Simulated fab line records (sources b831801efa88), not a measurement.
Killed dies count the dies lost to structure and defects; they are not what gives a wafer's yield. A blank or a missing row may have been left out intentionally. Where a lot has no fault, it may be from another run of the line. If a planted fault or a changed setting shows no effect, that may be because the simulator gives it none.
The tool behind it: which one? || flow sky130 || Sampling: 6 lots, 18 wafers, 4 of 708 route steps

== WHAT THE GAUGES READ, wafer by wafer ==
SKY_SD_N_TW_MEAS_12.
{"lot": "L757", "measured": "day 29 09:54", "on": "film-metro-01", "SD_N_TW": "3937 3922 3932"}
{"lot": "L761", "measured": "day 29 23:02", "on": "film-metro-04", "SD_N_TW": "4043 4030 4062"}
{"lot": "L764", "measured": "day 30 20:22", "on": "film-metro-01", "SD_N_TW": "30 30 29"}
{"lot": "L773", "measured": "day 33 04:51", "on": "film-metro-01", "SD_N_TW": "3954 3911 3926"}
{"lot": "L775", "measured": "day 34 01:26", "on": "film-metro-01", "SD_N_TW": "3951 3959 3948"}
{"lot": "L780", "measured": "day 35 09:02", "on": "film-metro-01", "SD_N_TW": "3957 3905 3907"}

== EACH LOT AND THE TOOL THAT RAN IT (in order: tool; ch and the chambers of the sampled wafers; start) ==
{"lot": "L757", "SKY_POLY_CUT_STRIP_12": "plasma-asher-03 ch 0,1, day 25 17:23", "SKY_RES_XHIGH_STRIP_08": "plasma-asher-02 ch 1, day 28 04:51", "SKY_SD_N_STRIP_11": "plasma-asher-01 ch 0,1, day 29 09:48"}
{"lot": "L761", "SKY_POLY_CUT_STRIP_12": "plasma-asher-02 ch 0,1, day 26 09:11", "SKY_RES_XHIGH_STRIP_08": "plasma-asher-03 ch 0,1, day 28 19:07", "SKY_SD_N_STRIP_11": "plasma-asher-04 ch 0,1, day 29 22:56"}
{"lot": "L764", "SKY_POLY_CUT_STRIP_12": "plasma-asher-02 ch 0,1, day 27 05:53", "SKY_RES_XHIGH_STRIP_08": "plasma-asher-03 ch 0,1, day 29 15:35", "SKY_SD_N_STRIP_11": "plasma-asher-04 ch 1, day 30 20:15"}
{"lot": "L773", "SKY_POLY_CUT_STRIP_12": "plasma-asher-01 ch 0,1, day 29 17:16", "SKY_RES_XHIGH_STRIP_08": "plasma-asher-03 ch 0,1, day 32 00:27", "SKY_SD_N_STRIP_11": "plasma-asher-03 ch 0,1, day 33 04:45"}
{"lot": "L775", "SKY_POLY_CUT_STRIP_12": "plasma-asher-02 ch 0,1, day 30 15:02", "SKY_RES_XHIGH_STRIP_08": "plasma-asher-03 ch 0,1, day 32 21:51", "SKY_SD_N_STRIP_11": "plasma-asher-03 ch 0,1, day 34 01:18"}
{"lot": "L780", "SKY_POLY_CUT_STRIP_12": "plasma-asher-01 ch 0,1, day 31 23:22", "SKY_RES_XHIGH_STRIP_08": "plasma-asher-02 ch 0,1, day 34 05:43", "SKY_SD_N_STRIP_11": "plasma-asher-04 ch 0,1, day 35 08:55"}
- SKY_POLY_CUT_STRIP_12: strips in O2/N2.
- SKY_RES_XHIGH_STRIP_08: strips in O2/N2.
- SKY_SD_N_STRIP_11: strips in O2/N2.

== THE ANSWER, worked out from the rows above alone ==
Rule: the usual values come from the lots themselves. Put in order of their means at a reading, lots are off if they are a third of the lots or fewer, leave a main group of 4 or more, and stand apart from it by a gap of 3 or more times the standard deviation of the main group's means; of several such gaps the widest counts. A main group is skipped when, at the precision printed for the reading in the tables above, its means are all equal. A lot without any number at a reading at which 4 lots or more have one is off too. The other lots that the step has rows for count as sound.
Off: at SKY_SD_N_TW_MEAS_12 (SD_N_TW), L764. Main group: mean 3956, sd 45.
A tool fits if, at a process step before that reading, it ran every lot that is off, and no sound lot after the first of them. Those tools and the gauges at SKY_SD_N_TW_MEAS_12 are tried in the same way. None of those tried fits.

== WHAT THE SIMULATOR HAD INSERTED ==
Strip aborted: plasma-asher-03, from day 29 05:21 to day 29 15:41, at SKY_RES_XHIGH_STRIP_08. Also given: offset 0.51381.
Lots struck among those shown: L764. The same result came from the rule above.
